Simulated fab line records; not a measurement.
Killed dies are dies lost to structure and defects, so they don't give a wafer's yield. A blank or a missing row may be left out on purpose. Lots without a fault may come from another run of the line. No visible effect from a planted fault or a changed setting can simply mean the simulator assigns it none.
fab line records	flow sky130
[record] lots = 12	wafers = 36	last-day = 50
route steps=708 shown NWELL@82 VT_ADJUST_HVTP@95 GATE_OXIDE@203 POLY_GATE@230 PAD_OPEN@708
lots that met no fault: from a run of the same line without faults
start-h: start of the lot's first displayed wafer, in hours after the record's first day	wait-h: hours since the lot's step before	" identical to the entry in the row above	L1.1+2: one row covering several wafers at once	- no value, or no start given	* or withheld: withheld	< > ~ a bound
route shown NAME@n: NAME is a module with steps in the file, n the number in the route of the first one	usual: mean/standard deviation taken from wafers without a fault	same: alike in all rows	chamber/n: place in a boat	sites: per-site readings	_std_site: the standard deviation of these	_edge_site: the outer-site mean with the inner-site mean subtracted	radius-mm: for every site, how far away it sits from the centre of the wafer	mask NAME#n: copy n	behind: the last tool/chamber to shape the wafer	hold: why the lot was held/for how many hours/how that ended	device: transistor that didn't switch, given as n, p or np	end of line: the tests these same wafers got at the end of their route	where a step has no rows: the recipe by itself	killed: not the wafer's yield, but the dies lost to structure and defects at the first sort	map: shows each die of a wafer: x if killed, . if not, _ if none is there
set.NAME: the setting as run; set.NAME@STEP: as run at that earlier step	model.NAME: the simulator's own value behind a step, which no gauge read
one table for each step of the route and one row for each wafer, over a sample of lots
services: the hour from which a tool's chamber was out of use, counted from the record's first day as start-h (under 0 if before that day), plus the number of hours and why
[[steps]]
[step SKY_NWELL_RS_MEAS_29]
[recipe] thk-meas-gauge = four-point-probe
[usual] NWELL_RS = 617.3/1.4
lot.wafer	tool	chamber	start-h	wait-h	NWELL_RS[ohm/sq]
L705.4	film-metro-04	-	104.41	0.1	617.8
L705.5	"	-	"	"	617.5
L705.6	"	-	"	"	616.8
L706.4	film-metro-01	-	111.61	0.1	618.9
L706.5	"	-	"	"	617.6
L706.6	"	-	"	"	617.5
L707.3	film-metro-01	-	119.17	0.1	618.4
L707.4	"	-	"	"	617.7
L707.6	"	-	"	"	618.5
L708.1	film-metro-03	-	123.47	0.1	621.1
L708.2	"	-	"	"	618.7
L708.3	"	-	"	"	619.7
L711.3	film-metro-03	-	137.57	0.1	615.9
L711.4	"	-	"	"	615.7
L711.5	"	-	"	"	616.0
L714.2	film-metro-01	-	156.70	0.1	617.9
L714.3	"	-	"	"	617.4
L714.6	"	-	"	"	616.7
L715.1	film-metro-01	-	159.23	0.1	614.9
L715.3	"	-	"	"	615.4
L715.6	"	-	"	"	615.8
L716.1	film-metro-03	-	170.54	0.1	619.5
L716.2	"	-	"	"	618.8
L716.6	"	-	"	"	618.4
L724.1	film-metro-04	-	221.39	0.1	615.9
L724.4	"	-	"	"	616.5
L724.5	"	-	"	"	616.2
L725.1	film-metro-04	-	223.95	0.1	615.8
L725.4	"	-	"	"	617.7
L725.6	"	-	"	"	617.4
L726.1	film-metro-01	-	246.88	0.1	615.9
L726.4	"	-	"	"	616.8
L726.5	"	-	"	"	614.3
L728.1	film-metro-01	-	249.43	0.1	618.7
L728.3	"	-	"	"	619.9
L728.5	"	-	"	"	618.0
[step SKY_VT_ADJUST_HVTP_STRIP_10]
[recipe] chemistry = O2/N2	power-w = 1400	pressure-mtorr = 1500	platen-temp-c = withheld	o2-flow-sccm = 3000	n2-flow-sccm = 300	overash-fraction = 0.5
[usual] drypump-motor-current-A = 5.9/0.51	oes-product-au = 0.716/0.0044	strip-time-to-endpoint-s = 14.18/0.035
lot.wafer	tool	chamber	start-h	wait-h	drypump-motor-current-A	oes-product-au	rf-hours-counter-h	strip-time-to-endpoint-s
L705.4	plasma-asher-02	1	122.87	0.1	6.5	0.715	-	14.20
L705.5	"	0	"	"	5.5	0.721	-	14.22
L705.6	"	1	"	"	6.5	0.713	-	14.23
L706.4	plasma-asher-02	0	130.48	0.1	5.4	0.713	-	14.21
L706.5	"	1	"	"	6.5	0.711	-	14.15
L706.6	"	0	"	"	5.4	0.717	-	14.17
L707.3	plasma-asher-02	1	137.03	0.1	6.4	0.713	-	14.17
L707.4	"	0	"	"	5.4	0.719	-	14.13
L707.6	"	1	"	"	6.4	0.721	-	14.20
L708.1	plasma-asher-02	0	141.14	0.1	5.5	0.715	47	14.25
L708.2	"	1	"	"	6.5	0.713	47	14.27
L708.3	"	0	"	"	5.5	0.710	-	14.22
L711.3	plasma-asher-01	1	157.59	0.1	6.4	0.714	-	14.22
L711.4	"	0	"	"	5.5	0.716	-	14.21
L711.5	"	1	"	"	6.4	0.718	-	14.19
L714.2	plasma-asher-01	0	176.21	0.1	5.5	0.721	6	14.17
L714.3	"	1	"	"	6.4	0.718	-	14.15
L714.6	"	0	"	"	5.5	0.719	-	14.20
L715.1	plasma-asher-04	1	180.26	0.1	5.2	0.716	53	14.19
L715.3	"	0	"	"	6.2	0.723	-	14.20
L715.6	"	0	"	"	6.2	0.709	-	14.16
L716.1	plasma-asher-04	0	192.18	0.1	6.1	0.714	55	14.19
L716.2	"	1	"	"	5.2	0.706	55	14.19
L716.6	"	0	"	"	6.2	0.716	-	14.25
L724.1	plasma-asher-04	1	244.38	0.1	5.1	0.716	60	14.20
L724.4	"	1	"	"	5.1	0.714	-	14.19
L724.5	"	1	"	"	5.1	0.714	-	14.24
L725.1	plasma-asher-02	0	246.61	0.1	5.4	0.711	57	14.20
L725.4	"	0	"	"	5.5	0.711	-	14.18
L725.6	"	1	"	"	6.4	0.723	-	14.18
L726.1	plasma-asher-01	1	269.98	0.1	6.4	0.714	16	14.16
L726.4	"	1	"	"	6.4	0.719	-	14.15
L726.5	"	1	"	"	6.4	0.723	-	14.20
L728.1	plasma-asher-01	1	272.56	0.1	6.4	0.717	16	14.20
L728.3	"	1	"	"	6.4	0.707	-	14.22
L728.5	"	1	"	"	6.5	0.717	-	14.27
[step SKY_GATE_OXIDE_OXIDATION_16]
[recipe] temp-c = 800	ambient = O2	idle-temp-c = 700	ramp-up-c-per-min = 10	ramp-down-c-per-min = 3	stabilise-s = 600	purge-s = 300	target-thk-a = 35.7	ox-time-s = 1915
[usual] ox-temp-c = 800.0/0.4	ox-time-s = 1915/0	zone-power-centre-pct = 14.8/0.7	zone-power-lower-pct = 12.72/0.24
lot.wafer	tool	chamber	start-h	wait-h	ox-temp-c	ox-time-s	zone-power-centre-pct	zone-power-lower-pct
L705.4	furnace-01	0	321.34	1.5	801.0	1915	15.1	12.68
L705.5	"	0	"	"	800.6	1915	15.4	12.64
L705.6	"	0	"	"	800.0	1915	15.0	12.84
L706.4	furnace-01	0	321.34	1.2	800.4	1915	14.8	12.64
L706.5	"	0	"	"	800.7	1915	15.0	12.60
L706.6	"	0	"	"	800.6	1915	15.1	12.69
L707.3	furnace-01	0	329.48	0.0	799.8	1915	15.3	12.69
L707.4	"	0	"	"	799.9	1915	14.9	12.57
L707.6	"	0	"	"	799.7	1915	15.3	12.50
L708.1	furnace-01	0	332.60	0.0	800.5	1915	15.1	12.59
L708.2	"	0	"	"	800.1	1915	15.1	12.61
L708.3	"	0	"	"	799.8	1915	14.8	12.85
L711.3	furnace-02	0	353.25	0.0	800.0	1915	13.3	13.19
L711.4	"	0	"	"	800.4	1915	13.2	13.21
L711.5	"	0	"	"	800.0	1915	13.3	13.28
L714.2	furnace-01	0	382.27	0.4	800.1	2298	15.2	12.79
L714.3	"	0	"	"	800.3	2298	15.1	12.64
L714.6	"	0	"	"	800.2	2298	14.9	12.60
L715.1	furnace-01	0	383.80	1.3	800.4	2298	15.1	12.56
L715.3	"	0	"	"	800.2	2298	14.9	12.70
L715.6	"	0	"	"	799.7	2298	15.2	12.61
L716.1	furnace-01	0	394.64	0.4	800.3	2298	15.1	12.54
L716.2	"	0	"	"	800.6	2298	15.4	12.48
L716.6	"	0	"	"	800.4	2298	15.3	12.73
L724.1	furnace-01	0	475.32	0.0	799.0	1915	15.2	12.79
L724.4	"	0	"	"	799.5	1915	15.3	12.47
L724.5	"	0	"	"	799.5	1915	15.0	12.62
L725.1	furnace-01	0	476.86	1.3	799.4	1915	15.3	12.72
L725.4	"	0	"	"	800.0	1915	15.4	12.63
L725.6	"	0	"	"	799.8	1915	15.2	12.88
L726.1	furnace-01	0	503.25	0.0	800.2	1915	15.5	12.54
L726.4	"	0	"	"	799.9	1915	14.8	12.71
L726.5	"	0	"	"	800.3	1915	15.1	12.57
L728.1	furnace-01	0	505.60	0.0	800.1	1915	15.1	12.71
L728.3	"	0	"	"	800.2	1915	15.0	12.56
L728.5	"	0	"	"	799.8	1915	14.9	12.62
[step SKY_POLY_GATE_ETCH_16]
[recipe] stop-on = poly-Si	chemistry = CH3F/O2	target = Si3N4	source-w = 400	bias-w = 80	pressure-mtorr = 25	ch3f-flow-sccm = 40	O2_flow_sccm = 30	time-s = 147.5	target-depth-a = 750
[usual] ch3f-flow-sccm = 40.00/0.13	drypump-motor-current-A = 5.9/0.43	oes-product-au = 0.642/0.0054	throttle-valve-pct = 10.536/0.0085
lot.wafer	tool	chamber	start-h	wait-h	ch3f-flow-sccm	drypump-motor-current-A	oes-product-au	rf-hours-counter-h	throttle-valve-pct
L705.4	rie-diel-01	2	379.46	0.0	39.99	6.1	0.638	104	10.523
L705.5	"	0	"	"	40.05	6.1	0.638	-	10.543
L705.6	"	3	"	"	40.15	6.7	0.638	-	10.538
L706.4	rie-diel-02	2	380.41	0.0	40.02	6.1	0.646	0	10.546
L706.5	"	2	"	"	40.08	6.2	0.640	-	10.532
L706.6	"	3	"	"	40.10	6.5	0.641	-	10.531
L707.3	rie-diel-02	1	390.01	0.0	39.92	5.7	0.644	41	10.538
L707.4	"	0	"	"	40.16	6.1	0.649	-	10.518
L707.6	"	2	"	"	40.32	6.1	0.639	-	10.536
L708.1	rie-diel-01	2	393.62	0.0	39.91	6.1	0.633	104	10.554
L708.2	"	3	"	"	40.21	6.7	0.634	1	10.542
L708.3	"	0	"	"	39.96	6.1	0.639	36	10.545
L711.3	rie-diel-01	1	418.86	0.0	40.03	5.7	0.636	38	10.536
L711.4	"	2	"	"	39.99	6.1	0.641	105	10.550
L711.5	"	2	"	"	39.89	6.1	0.640	-	10.532
L714.2	rie-diel-03	0	447.81	0.0	39.90	5.8	0.644	18	10.553
L714.3	"	3	"	"	39.81	5.8	0.648	0	10.536
L714.6	"	0	"	"	40.02	5.8	0.642	-	10.530
L715.1	rie-diel-02	0	450.71	0.0	39.92	6.2	0.650	9	10.527
L715.3	"	3	"	"	40.03	6.5	0.653	44	10.532
L715.6	"	0	"	"	40.01	6.1	0.650	-	10.522
L716.1	rie-diel-01	2	460.76	0.0	40.12	6.1	0.645	0	10.531
L716.2	"	3	"	"	39.76	6.7	0.649	2	10.539
L716.6	"	0	"	"	39.90	6.1	0.639	-	10.530
L724.1	rie-diel-02	1	540.22	0.0	39.98	5.7	0.645	44	10.526
L724.4	"	0	"	"	40.08	6.1	0.641	11	10.519
L724.5	"	2	"	"	39.97	6.1	0.644	-	10.532
L725.1	rie-diel-03	1	542.76	0.0	39.98	5.3	0.641	6	10.548
L725.4	"	3	"	"	40.16	5.8	0.640	2	10.518
L725.6	"	3	"	"	40.04	5.9	0.637	-	10.522
L726.1	rie-diel-01	2	576.16	0.0	39.93	6.1	0.643	2	10.537
L726.4	"	1	"	"	40.12	5.7	0.643	42	10.524
L726.5	"	2	"	"	40.05	6.1	0.640	-	10.533
L728.1	rie-diel-03	2	576.26	0.0	39.79	5.0	0.635	47	10.525
L728.3	"	1	"	"	39.83	5.3	0.638	7	10.544
L728.5	"	3	"	"	40.06	5.8	0.645	-	10.520
[step SKY_PAD_OPEN_PROBE_99]
[usual] killed_at_M0_to_M3 = 43/5.9	killed_at_M4_up = 3.3/1.9	killed-at-contacts = 24/5.6	killed-at-front-end = 15/4.1	killed-at-other = 0.4/0.66	killed-dies = 86/9	killed-on-rim = 17/3.7	killed-open = 47/6.9	killed-short = 39/6.2
[same] gross-dies = 492	killed-at-back-side = 0
lot.wafer	tool	chamber	start-h	wait-h	killed_at_M0_to_M3	killed_at_M4_up	killed-at-contacts	killed-at-front-end	killed-at-other	killed-dies	killed-on-rim	killed-open	killed-short
L705.4	prober-01	-	1079.50	0.2	51	3	23	9	1	87	19	45	42
L705.5	prober-01	-	1079.55	0.2	51	3	20	11	0	85	12	42	42
L705.6	prober-01	-	1079.60	0.2	46	4	28	11	1	90	16	46	44
L706.4	prober-02	-	1081.85	0.2	40	4	24	10	1	79	14	39	40
L706.5	prober-02	-	1081.90	0.2	41	4	30	14	0	89	15	46	42
L706.6	prober-02	-	1081.95	0.2	41	6	23	9	0	79	18	44	33
L707.3	prober-01	-	1087.10	0.2	49	2	30	20	1	102	25	58	43
L707.4	prober-01	-	1087.15	0.2	42	0	17	6	0	65	13	33	32
L707.6	prober-01	-	1087.25	0.2	53	4	28	18	0	103	16	58	42
L708.1	prober-02	-	1088.64	0.1	48	2	15	12	0	77	13	41	35
L708.2	prober-02	-	1088.69	0.1	43	2	27	13	1	86	19	38	46
L708.3	prober-02	-	1088.74	0.2	45	4	29	13	0	91	16	50	40
L711.3	prober-01	-	1105.90	0.2	41	5	32	11	1	90	18	40	49
L711.4	prober-01	-	1105.95	0.2	33	7	26	19	1	86	14	45	41
L711.5	prober-01	-	1106.00	0.2	42	1	33	12	0	88	20	45	42
L714.2	prober-02	-	1123.36	0.1	50	3	31	22	0	106	20	54	52
L714.3	prober-02	-	1123.41	0.2	47	2	17	12	0	78	13	38	40
L714.6	prober-02	-	1123.56	0.2	44	1	18	14	0	77	12	37	40
L715.1	prober-01	-	1126.04	0.1	45	3	16	17	2	83	20	43	40
L715.3	prober-01	-	1126.14	0.2	42	5	23	12	0	82	10	47	35
L715.6	prober-01	-	1126.29	0.2	48	2	19	8	0	77	19	39	38
L716.1	prober-01	-	1132.15	0.1	41	3	21	19	0	84	17	54	30
L716.2	prober-01	-	1132.20	0.1	47	3	16	13	2	81	9	46	35
L716.6	prober-01	-	1132.40	0.2	46	5	33	13	0	97	21	55	42
L724.1	prober-01	-	1177.67	0.1	46	1	20	15	0	82	21	38	44
L724.4	prober-01	-	1177.82	0.2	33	2	26	12	2	75	18	43	32
L724.5	prober-01	-	1177.87	0.2	54	3	30	17	0	104	26	52	52
L725.1	prober-01	-	1183.57	0.1	55	3	31	10	0	99	22	55	44
L725.4	prober-01	-	1183.72	0.2	35	3	25	16	0	79	16	45	34
L725.6	prober-01	-	1183.82	0.2	50	2	18	14	0	84	17	46	38
L726.1	prober-02	-	1199.21	0.1	38	3	23	13	0	77	14	51	26
L726.4	prober-02	-	1199.36	0.2	48	3	28	17	0	96	14	52	43
L726.5	prober-02	-	1199.41	0.2	51	0	30	20	0	101	20	67	34
L728.1	prober-01	-	1200.35	0.1	46	1	26	9	0	82	18	47	35
L728.3	prober-01	-	1200.45	0.2	37	6	22	15	0	80	14	47	33
L728.5	prober-01	-	1200.55	0.2	35	3	21	20	1	80	14	40	40
// killed by level:class
L705.4 VIA2:geometric-particle:open=12 VIA1:geometric-particle:open=8 VIA3:geometric-particle:open=8 LI_CONTACT:geometric-particle:short=6 METAL1:geometric-particle:short=6 CONTACT:geometric-particle:open=5 POLY_GATE:geometric-particle:open=4 VIA1:geometric-particle:short=4
L705.5 VIA1:geometric-particle:open=10 METAL2:geometric-particle:short=7 VIA3:geometric-particle:open=7 METAL1:geometric-particle:short=6 VIA2:geometric-particle:open=6 VIA3:geometric-particle:short=6 LI_CONTACT:geometric-particle:open=5 LOCAL_INTERCONNECT:geometric-particle:short=5
L705.6 VIA1:geometric-particle:open=12 LI_CONTACT:geometric-particle:open=10 METAL2:geometric-particle:short=8 VIA1:geometric-particle:short=7 CONTACT:geometric-particle:short=7 VIA2:geometric-particle:open=7 CONTACT:geometric-particle:open=6 POLY_GATE:geometric-particle:short=4
L706.4 CONTACT:geometric-particle:open=13 LOCAL_INTERCONNECT:geometric-particle:short=7 VIA1:geometric-particle:short=7 VIA3:geometric-particle:open=7 VIA2:geometric-particle:open=6 VIA1:geometric-particle:open=5 METAL2:geometric-particle:short=4 VIA2:geometric-particle:short=4
L706.5 CONTACT:geometric-particle:open=9 VIA3:geometric-particle:open=8 LI_CONTACT:geometric-particle:short=6 LI_CONTACT:geometric-particle:open=6 POLY_GATE:geometric-particle:open=5 POLY_GATE:geometric-particle:short=5 METAL1:geometric-particle:short=5 CONTACT:geometric-particle:short=5
L706.6 CONTACT:geometric-particle:open=7 LI_CONTACT:geometric-particle:open=7 VIA3:geometric-particle:open=7 VIA1:geometric-particle:open=6 VIA2:geometric-particle:open=6 LOCAL_INTERCONNECT:geometric-particle:short=5 METAL2:geometric-particle:short=4 VIA3:geometric-particle:short=4
L707.3 VIA1:geometric-particle:open=15 CONTACT:geometric-particle:open=13 VIA3:geometric-particle:open=10 FIELD_ISO:geometric-particle:short=9 LOCAL_INTERCONNECT:geometric-particle:short=8 VIA2:geometric-particle:open=8 CONTACT:geometric-particle:short=5 METAL2:geometric-particle:short=5
L707.4 VIA1:geometric-particle:short=9 CONTACT:geometric-particle:open=8 VIA1:geometric-particle:open=8 VIA3:geometric-particle:open=7 VIA2:geometric-particle:short=5 LOCAL_INTERCONNECT:geometric-particle:short=3 CONTACT:geometric-particle:short=3 METAL1:geometric-particle:open=3
L707.6 LI_CONTACT:geometric-particle:open=13 METAL2:geometric-particle:short=11 VIA1:geometric-particle:open=11 VIA3:geometric-particle:open=9 CONTACT:geometric-particle:open=7 LOCAL_INTERCONNECT:geometric-particle:short=4 METAL1:geometric-particle:short=4 VIA1:geometric-particle:short=4
L708.1 VIA2:geometric-particle:open=8 METAL1:geometric-particle:short=7 LI_CONTACT:geometric-particle:open=6 VIA3:geometric-particle:open=6 METAL3:geometric-particle:short=5 CONTACT:geometric-particle:open=5 VIA1:geometric-particle:open=5 METAL2:geometric-particle:short=4
L708.2 CONTACT:geometric-particle:open=11 METAL1:geometric-particle:short=8 VIA2:geometric-particle:open=8 CONTACT:geometric-particle:short=7 VIA1:geometric-particle:open=7 VIA3:geometric-particle:short=5 LOCAL_INTERCONNECT:geometric-particle:short=4 VIA3:geometric-particle:open=4
L708.3 CONTACT:geometric-particle:open=11 FIELD_ISO:geometric-particle:open=7 VIA1:geometric-particle:open=7 CONTACT:geometric-particle:short=7 VIA2:geometric-particle:open=7 LI_CONTACT:geometric-particle:short=6 VIA3:geometric-particle:open=6 METAL2:geometric-particle:short=5
L711.3 CONTACT:geometric-particle:open=10 CONTACT:geometric-particle:short=10 VIA1:geometric-particle:short=7 VIA2:geometric-particle:open=7 METAL2:geometric-particle:short=6 LI_CONTACT:geometric-particle:open=5 LI_CONTACT:geometric-particle:short=5 VIA1:geometric-particle:open=4
L711.4 CONTACT:geometric-particle:open=10 FIELD_ISO:geometric-particle:short=9 VIA1:geometric-particle:open=7 LOCAL_INTERCONNECT:geometric-particle:short=6 METAL4:geometric-particle:short=5 VIA3:geometric-particle:open=5 CONTACT:geometric-particle:short=4 METAL1:geometric-particle:open=4
L711.5 CONTACT:geometric-particle:short=11 CONTACT:geometric-particle:open=9 VIA1:geometric-particle:open=8 LI_CONTACT:geometric-particle:open=7 VIA2:geometric-particle:open=7 FIELD_ISO:geometric-particle:open=5 VIA1:geometric-particle:short=5 METAL2:geometric-particle:short=5
L714.2 CONTACT:geometric-particle:open=16 FIELD_ISO:geometric-particle:open=7 METAL1:geometric-particle:short=7 VIA1:geometric-particle:open=7 FIELD_ISO:geometric-particle:short=6 CONTACT:geometric-particle:short=6 VIA2:geometric-particle:short=6 VIA3:geometric-particle:open=6
L714.3 VIA1:geometric-particle:open=11 METAL2:geometric-particle:short=9 CONTACT:geometric-particle:open=9 VIA2:geometric-particle:open=6 METAL3:geometric-particle:short=5 FIELD_ISO:geometric-particle:short=4 POLY_GATE:geometric-particle:open=4 LOCAL_INTERCONNECT:geometric-particle:short=4
L714.6 VIA2:geometric-particle:open=8 METAL2:geometric-particle:short=8 CONTACT:geometric-particle:open=7 VIA1:geometric-particle:open=7 VIA3:geometric-particle:short=7 FIELD_ISO:geometric-particle:open=5 VIA1:geometric-particle:short=5 FIELD_ISO:geometric-particle:short=3
L715.1 VIA1:geometric-particle:open=9 VIA2:geometric-particle:open=8 POLY_GATE:geometric-particle:short=6 CONTACT:geometric-particle:open=6 VIA1:geometric-particle:short=6 METAL2:geometric-particle:short=6 VIA3:geometric-particle:open=5 FIELD_ISO:geometric-particle:open=3
L715.3 VIA2:geometric-particle:open=13 CONTACT:geometric-particle:open=8 VIA1:geometric-particle:open=8 METAL2:geometric-particle:short=6 POLY_GATE:geometric-particle:open=5 LI_CONTACT:geometric-particle:open=5 CONTACT:geometric-particle:short=5 POLY_GATE:geometric-particle:short=3
L715.6 VIA1:geometric-particle:open=11 METAL2:geometric-particle:short=9 CONTACT:geometric-particle:open=7 VIA2:geometric-particle:open=7 LI_CONTACT:geometric-particle:open=6 VIA1:geometric-particle:short=5 POLY_GATE:geometric-particle:short=4 METAL1:geometric-particle:short=4
L716.1 VIA1:geometric-particle:open=11 LI_CONTACT:geometric-particle:open=10 VIA2:geometric-particle:open=9 FIELD_ISO:geometric-particle:short=6 CONTACT:geometric-particle:open=6 POLY_GATE:geometric-particle:short=5 VIA3:geometric-particle:open=5 METAL1:geometric-particle:short=4
L716.2 VIA1:geometric-particle:open=14 VIA2:geometric-particle:open=9 LI_CONTACT:geometric-particle:open=5 LOCAL_INTERCONNECT:geometric-particle:short=5 VIA1:geometric-particle:short=5 METAL1:geometric-particle:short=4 VIA3:geometric-particle:open=4 FIELD_ISO:geometric-particle:short=3
L716.6 VIA1:geometric-particle:open=14 CONTACT:geometric-particle:open=12 CONTACT:geometric-particle:short=9 LI_CONTACT:geometric-particle:open=8 VIA3:geometric-particle:open=7 METAL2:geometric-particle:short=6 FIELD_ISO:geometric-particle:short=5 METAL1:geometric-particle:short=5
L724.1 VIA2:geometric-particle:open=9 CONTACT:geometric-particle:short=8 VIA1:geometric-particle:open=7 FIELD_ISO:geometric-particle:short=5 CONTACT:geometric-particle:open=5 VIA3:geometric-particle:short=5 METAL2:geometric-particle:short=5 VIA2:geometric-particle:short=5
L724.4 CONTACT:geometric-particle:open=12 LI_CONTACT:geometric-particle:open=8 VIA1:geometric-particle:open=7 VIA3:geometric-particle:open=5 FIELD_ISO:geometric-particle:short=4 VIA1:geometric-particle:short=4 VIA3:geometric-particle:short=4 POLY_GATE:geometric-particle:open=3
L724.5 CONTACT:geometric-particle:open=12 VIA2:geometric-particle:open=11 FIELD_ISO:geometric-particle:short=8 LI_CONTACT:geometric-particle:open=8 VIA1:geometric-particle:open=8 VIA3:geometric-particle:open=7 CONTACT:geometric-particle:short=6 METAL1:geometric-particle:short=6
L725.1 VIA1:geometric-particle:open=15 LI_CONTACT:geometric-particle:open=9 CONTACT:geometric-particle:short=9 VIA3:geometric-particle:open=7 METAL1:geometric-particle:short=6 METAL2:geometric-particle:short=6 CONTACT:geometric-particle:open=5 VIA2:geometric-particle:open=5
L725.4 CONTACT:geometric-particle:open=13 VIA1:geometric-particle:open=10 VIA1:geometric-particle:short=7 VIA2:geometric-particle:open=7 FIELD_ISO:geometric-particle:short=5 LOCAL_INTERCONNECT:geometric-particle:short=5 FIELD_ISO:geometric-particle:open=4 LI_CONTACT:geometric-particle:open=4
L725.6 VIA1:geometric-particle:open=12 VIA3:geometric-particle:open=9 CONTACT:geometric-particle:open=7 METAL2:geometric-particle:short=7 VIA1:geometric-particle:short=7 FIELD_ISO:geometric-particle:short=5 VIA2:geometric-particle:open=5 METAL1:geometric-particle:short=5
L726.1 CONTACT:geometric-particle:open=16 FIELD_ISO:geometric-particle:open=7 METAL1:geometric-particle:short=7 VIA1:geometric-particle:open=6 VIA2:geometric-particle:open=6 POLY_GATE:geometric-particle:open=5 METAL2:geometric-particle:short=5 LI_CONTACT:geometric-particle:open=4
L726.4 CONTACT:geometric-particle:open=11 FIELD_ISO:geometric-particle:short=10 VIA1:geometric-particle:open=9 LOCAL_INTERCONNECT:geometric-particle:short=8 VIA2:geometric-particle:open=8 VIA3:geometric-particle:open=8 METAL2:geometric-particle:short=7 VIA1:geometric-particle:short=5
L726.5 VIA1:geometric-particle:open=16 LI_CONTACT:geometric-particle:open=11 VIA3:geometric-particle:open=11 CONTACT:geometric-particle:open=9 FIELD_ISO:geometric-particle:open=6 METAL3:geometric-particle:short=6 CONTACT:geometric-particle:short=5 VIA2:geometric-particle:open=5
L728.1 CONTACT:geometric-particle:open=9 LI_CONTACT:geometric-particle:open=8 VIA1:geometric-particle:open=8 VIA2:geometric-particle:open=8 METAL3:geometric-particle:short=6 VIA3:geometric-particle:open=6 METAL2:geometric-particle:short=5 METAL1:geometric-particle:short=5
L728.3 VIA1:geometric-particle:open=13 LI_CONTACT:geometric-particle:open=7 FIELD_ISO:geometric-particle:open=5 VIA2:geometric-particle:open=5 CONTACT:geometric-particle:short=4 CONTACT:geometric-particle:open=4 VIA1:geometric-particle:short=4 VIA3:geometric-particle:open=4
L728.5 CONTACT:geometric-particle:open=7 VIA1:geometric-particle:open=6 FIELD_ISO:geometric-particle:short=5 FIELD_ISO:geometric-particle:open=5 LI_CONTACT:geometric-particle:short=5 METAL2:geometric-particle:short=5 VIA3:geometric-particle:open=5 POLY_GATE:geometric-particle:short=4
[[services]]
tool	chamber	start-h	hours	kind
plasma-asher-01	-	108.75	9.0	pm
furnace-01	-	122.98	3.6	pm
plasma-asher-02	-	176.08	14.5	repair
rie-diel-01	-	191.96	4.3	pm
rie-diel-01	-	206.37	0.2	repair
rie-diel-01	3	228.37	2.5	repair
rie-diel-02	1	232.67	5.4	repair
rie-diel-02	3	259.28	9.4	repair
rie-diel-01	-	267.88	2.5	repair
furnace-01	-	269.98	6.4	pm
furnace-01	-	289.74	2.6	pm
rie-diel-01	-	293.11	1.0	repair
rie-diel-02	2	309.43	5.1	repair
plasma-asher-02	-	338.39	8.6	repair
plasma-asher-01	-	341.42	1.0	repair
rie-diel-01	1	343.62	7.5	repair
plasma-asher-02	-	370.82	0.4	repair
rie-diel-01	-	370.82	0.7	repair
plasma-asher-02	-	380.90	2.1	repair
furnace-01	-	459.20	3.5	pm
plasma-asher-02	-	475.71	2.8	repair
plasma-asher-02	-	532.22	3.3	repair
plasma-asher-02	-	550.34	2.8	pm
furnace-01	-	551.73	5.1	pm
[[key]]
[first-sign] step = SKY_GATE_OXIDE_OXIDATION_16	reading = ox-time-s	direction = up	sigmas = 99+	usual = *	struck = *
effect none on later readings
met-at SKY_GATE_OXIDE_OXIDATION_16
struck-lots L714,L715,L716
tester-left-out L714,L715,L716
not-acting-at SKY_NWELL_RS_MEAS_29,SKY_VT_ADJUST_HVTP_STRIP_10,SKY_POLY_GATE_ETCH_16
onset-between 332.60 382.27
[fault] kind = process-parameter-drift	tool = furnace-01	chamber = -	onset-h = 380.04	steps = SKY_GATE_OXIDE_OXIDATION_16	channel = ox-time-s	offset = *	shape = step	end-h = 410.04	acts-in = *	stated = *
// tester-left-out: of these lots the tester's yield and bins aren't shown, on N5 and GAA mostly nor the transistor test; their killed dies are dies lost to structure and defects alone, not to doping, threshold or leakage, so they don't give the yield
